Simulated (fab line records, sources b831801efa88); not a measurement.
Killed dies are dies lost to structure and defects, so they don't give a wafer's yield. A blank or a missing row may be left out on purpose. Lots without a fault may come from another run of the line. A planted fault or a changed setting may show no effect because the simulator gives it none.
Which tool did it? | flow gf180mcu | 14 lots, 42 wafers sampled, at 5 steps of a route of 602

WHAT THE GAUGES READ, wafer by wafer
GF_SAB_THK_MEAS_01. Usual: SAB_CVD_00_THK 50.1 nm, standard deviation 0.77.
lot  | measured     | on            | SAB_CVD_00_THK (nm) | flag
L719 | day 14 07:52 | film_metro-04 | 51.0 50.6 50.3      |
L721 | day 14 20:26 | film_metro-04 | 49.5 50.4 50.5      |
L723 | day 15 16:38 | film_metro-03 | 50.4 51.4 51.8      |
L724 | day 16 01:34 | film_metro-02 | 49.0 49.0 50.2      |
L725 | day 16 03:41 | film_metro-02 | 49.2 49.2 50.3      |
L726 | day 16 14:05 | film_metro-02 | 50.6 50.4 51.0      |
L730 | day 18 01:19 | film_metro-02 | 48.4 49.9 49.6      |
L734 | day 19 13:26 | film_metro-03 | 43.6 43.6 42.8      | OFF
L735 | day 19 21:42 | film_metro-03 | 43.3 44.6 44.9      | OFF
L736 | day 20 06:17 | film_metro-04 | 49.7 49.8 50.4      |
L737 | day 20 14:56 | film_metro-02 | 43.0 42.6 43.3      | OFF
L739 | day 21 14:58 | film_metro-04 | 49.4 49.6 51.0      |
L741 | day 22 07:16 | film_metro-03 | 50.5 50.2 52.0      |
L742 | day 22 07:30 | film_metro-02 | 49.7 49.5 50.5      |

GF_V1_THK_MEAS_25: measures by xrf. Usual: V1_W_THK 356 nm, standard deviation 7.8.
lot  | measured     | on            | V1_W_THK (nm) | flag
L719 | day 18 04:46 | film_metro-02 | 367 369 353   |
L721 | day 18 18:49 | film_metro-04 | 348 366 366   |
L723 | day 19 17:52 | film_metro-02 | 352 366 350   |
L724 | day 20 03:46 | film_metro-02 | 353 341 352   |
L725 | day 20 06:04 | film_metro-04 | 343 348 342   |
L726 | day 20 17:35 | film_metro-02 | 346 362 344   |
L730 | day 22 05:55 | film_metro-04 | 368 365 350   |
L734 | day 23 17:13 | film_metro-03 | 366 351 347   |
L735 | day 24 00:17 | film_metro-03 | 355 370 358   |
L736 | day 24 09:07 | film_metro-02 | 346 346 348   |
L737 | day 24 15:39 | film_metro-03 | 356 354 352   |
L739 | day 25 13:52 | film_metro-03 | 362 354 361   |
L741 | day 26 04:56 | film_metro-03 | 358 365 367   |
L742 | day 26 05:38 | film_metro-04 | 357 361 363   |

GF_V2_THK_MEAS_01. Usual: V2_CVD_00_THK 595 nm, standard deviation 9.6.
lot  | measured     | on            | V2_CVD_00_THK (nm) | flag
L719 | day 19 06:31 | film_metro-03 | 613 585 606        |
L721 | day 19 20:31 | film_metro-04 | 590 591 584        |
L723 | day 20 19:55 | film_metro-04 | 612 585 616        |
L724 | day 21 05:10 | film_metro-01 | 584 591 597        |
L725 | day 21 07:41 | film_metro-03 | 588 588 595        |
L726 | day 21 19:02 | film_metro-04 | 600 591 583        |
L730 | day 23 06:34 | film_metro-03 | 582 586 576        |
L734 | day 24 16:54 | film_metro-04 | 582 579 592        |
L735 | day 24 23:19 | film_metro-03 | 585 591 600        |
L736 | day 25 08:04 | film_metro-04 | 596 593 599        |
L737 | day 25 14:47 | film_metro-04 | 607 608 612        |
L739 | day 26 11:59 | film_metro-01 | 609 599 604        |
L741 | day 27 03:05 | film_metro-01 | 599 604 597        |
L742 | day 27 04:05 | film_metro-01 | 603 588 595        |

WHICH TOOL RAN EACH LOT (tool, then ch and the chambers of the sampled wafers, then the start)
lot  | GF_SAB_CVD_00                   | GF_CONTACT_CMP_04
L719 | pecvd-04 ch 0,1, day 14 07:51   | cmp-02 ch 0,1,3, day 15 05:26
L721 | pecvd-02 ch 1,2, day 14 20:25   | cmp-02 ch 2,3, day 15 18:29
L723 | pecvd-04 ch 0,1,2, day 15 16:37 | cmp-01 ch 0,2,3, day 16 15:10
L724 | pecvd-02 ch 0,1,2, day 16 01:31 | cmp-02 ch 0,2, day 17 01:02
L725 | pecvd-02 ch 0,1,2, day 16 03:40 | cmp-01 ch 2,3, day 17 02:59
L726 | pecvd-04 ch 1,2, day 16 14:04   | cmp-02 ch 1,2,3, day 17 14:11
L730 | pecvd-02 ch 1,2, day 18 01:16   | cmp-02 ch 0,2,3, day 19 02:29
L734 | pecvd-04 ch 0,1,2, day 19 13:25 | cmp-02 ch 0,1,3, day 20 15:02
L735 | pecvd-04 ch 0, day 19 21:40     | cmp-01 ch 0,1, day 20 22:36
L736 | pecvd-01 ch 1,2, day 20 06:16   | cmp-01 ch 0,1,3, day 21 07:39
L737 | pecvd-04 ch 0,1, day 20 14:55   | cmp-01 ch 0,1,3, day 21 15:30
L739 | pecvd-02 ch 0,1,2, day 21 14:57 | cmp-02 ch 1,3, day 22 15:19
L741 | pecvd-01 ch 0,2, day 22 07:15   | cmp-02 ch 0,1,2, day 23 07:27
L742 | pecvd-02 ch 0,1, day 22 07:29   | cmp-01 ch 0,1,3, day 23 07:52
- GF_SAB_CVD_00: deposits SiO2 from TEOS, target thk 50 nm, time 4.9302 s.
- GF_CONTACT_CMP_04: polishes SiO2.

WHAT THE TOOLS THEMSELVES READ (means of the sampled wafers that have a number; where no wafer has one, the mark that the record gives instead)
GF_SAB_CVD_00. Usual: heater_power_w 680 W, standard deviation 73; susceptor_temp_C 400.00 C, standard deviation 0.2.
lot  | tool     | heater_power_w (W) | susceptor_temp_C (C) | flag
L719 | pecvd-04 | 674                | 400.11               |
L721 | pecvd-02 | 780                | 399.96               |
L723 | pecvd-04 | 693                | 399.97               |
L724 | pecvd-02 | 684                | 400.09               |
L725 | pecvd-02 | 704                | 400.06               |
L726 | pecvd-04 | 667                | 399.85               |
L730 | pecvd-02 | 753                | 399.84               |
L734 | pecvd-04 | 675                | 399.73               |
L735 | pecvd-04 | 749                | 399.98               |
L736 | pecvd-01 | 659                | 399.90               |
L737 | pecvd-04 | 625                | 399.93               |
L739 | pecvd-02 | 691                | 400.04               |
L741 | pecvd-01 | 717                | 400.03               |
L742 | pecvd-02 | 626                | 399.94               |

GF_CONTACT_CMP_04. Usual: motor_current_A 12.0 A, standard deviation 1.3; retaining_ring_pressure_frac 1.000, standard deviation 0.0044; time_to_endpoint_s 108 s, standard deviation 7.6.
lot  | tool   | motor_current_A (A) | retaining_ring_pressure_frac | time_to_endpoint_s (s) | flag
L719 | cmp-02 | 11.9                | 1.000                        | 111                    |
L721 | cmp-02 | 10.8                | 0.995                        | 109                    |
L723 | cmp-01 | 12.4                | 0.999                        | 113                    |
L724 | cmp-02 | 11.8                | 1.003                        | 118                    |
L725 | cmp-01 | 12.0                | 0.995                        | 107                    |
L726 | cmp-02 | 11.0                | 1.001                        | 111                    |
L730 | cmp-02 | 12.1                | 1.001                        | 107                    |
L734 | cmp-02 | 12.4                | 1.001                        | 102                    |
L735 | cmp-01 | 12.5                | 0.995                        | 110                    |
L736 | cmp-01 | 12.5                | 1.003                        | 104                    |
L737 | cmp-01 | 13.4                | 0.999                        | 105                    |
L739 | cmp-02 | 11.2                | 0.998                        | 106                    |
L741 | cmp-02 | 11.2                | 1.004                        | 108                    |
L742 | cmp-01 | 12.8                | 1.000                        | 102                    |

THE ANSWER, worked out from the rows above alone
Rule: a lot is off if the mean of its wafers that have a number lies more than 3 standard deviations from the usual mean. A lot without any number at a reading at which 4 lots or more have one is off too. The other lots that the step has rows for count as sound. The gauges are gone through in route order, then the tools' own readings, and for those a lot's mean is taken as printed above. The first step at which some lot is off is used, and at that step the reading that is off furthest; a lot without a number counts as furthest.
Off: L734, L735, L737, at GF_SAB_THK_MEAS_01 (SAB_CVD_00_THK).
A tool fits if, at a process step before that reading, it ran every lot that is off, and no sound lot after the first of them. The gauges at GF_SAB_THK_MEAS_01 are tried like those tools. One fits: pecvd-04 at GF_SAB_CVD_00. Its last sound lot is L726 (day 16 14:04), its first lot that is off L734 (day 19 13:25): a fault that began between those two fits.

WHAT THE SIMULATOR HAD PUT IN
Process parameter drift: pecvd-04, from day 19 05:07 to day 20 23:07, at GF_SAB_CVD_00. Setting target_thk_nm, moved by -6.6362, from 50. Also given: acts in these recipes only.
Lots struck among those shown: L734, L735, L737. The rule above found the same.
